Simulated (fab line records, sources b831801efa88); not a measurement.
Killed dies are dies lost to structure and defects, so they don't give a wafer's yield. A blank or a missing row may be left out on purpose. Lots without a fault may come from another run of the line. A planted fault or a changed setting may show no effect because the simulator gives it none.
One fault seen from 2 desks | flow sky130 | each desk has only its own numbers; what lay behind them comes last

THE METROLOGY DESK
What the gauges read, lot by lot, whatever tool the lot ran on: means of the sampled wafers that have a number. A lot is out of limits, marked OUT, if its mean lies more than 4 standard deviations from the usual mean; the brackets give that distance.
Columns: A = LDD_LDN_TW at SKY_LDD_LDN_TW_MEAS_13, usual 1484; B = SD_N_TW at SKY_SD_N_TW_MEAS_12, usual 4013; C = SD_N_RS at SKY_SD_N_RS_MEAS_16, usual 68.55 ohm/sq
lot  | first seen here | A    | B    | C
L917 | day 22 13:29    | 1469 | 4013 | 68.51
L919 | day 24 03:32    | 1498 | 4012 | 68.68
L921 | day 24 08:34    | 1497 | 4031 | 68.69
L922 | day 24 15:46    | 1467 | 4027 | 68.50
L924 | day 25 10:00    | 1476 | 4006 | 68.65
L927 | day 27 00:04    | 1467 | 3991 | 68.51
L928 | day 27 02:11    | 1474 | 3964 | 68.73
L929 | day 27 10:33    | 1490 | 3993 | 68.63
L931 | day 28 05:04    | 1495 | 4016 | 68.56
L932 | day 28 10:46    | 1487 | 4006 | 68.53
L936 | day 29 21:40    | 1469 | 3986 | 68.60
L935 | day 29 21:49    | 1494 | 4018 | 68.73
L937 | day 30 01:05    | 1493 | 4013 | 68.74
L940 | day 30 20:48    | 1496 | 4021 | 68.51
This desk's finding: nothing out of limits on any of the 14 lots.

THE TOOL OWNER'S DESK: litho_track-01
The tool's own readings at SKY_SD_N_DEVELOP_06 (develop time 60 s): means of the sampled wafers that have a number, for each lot that ran on this tool. A lot is out of limits, marked OUT, if its mean lies more than 4 standard deviations from the usual mean; the brackets give that distance.
Columns: A = developer_temp_C at SKY_SD_N_DEVELOP_06, usual 23.02 C
lot  | first seen here | A
L922 | day 29 14:43    | 23.03
L927 | day 31 19:14    | 23.07
L935 | day 34 13:44    | 22.99
L936 | day 34 14:19    | 22.18 (-8.9) OUT
L937 | day 34 15:34    | 22.17 (-9.1) OUT
This desk's finding: out of limits on L936, L937; first on L936, day 34 14:19 (developer_temp_C at SKY_SD_N_DEVELOP_06). In limits: L922, L927, L935.

PUT TOGETHER
The tool owner's desk could have raised an alarm at day 34 14:19, on L936, L937.
The metrology desk saw nothing out of limits.
The metrology desk has L936, L937 on record, within its limits.
Of the lots named, all ran SKY_SD_N_DEVELOP_06 on litho_track-01.

WHAT THE SIMULATOR HAD PUT IN
Process parameter drift: litho_track-01, from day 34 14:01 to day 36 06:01, at SKY_SD_N_DEVELOP_06. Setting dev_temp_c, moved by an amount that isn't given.
Lots struck among those shown: L936, L937.
Hours from the fault's start to each desk's first reading out of limits: the tool owner's desk, 0.
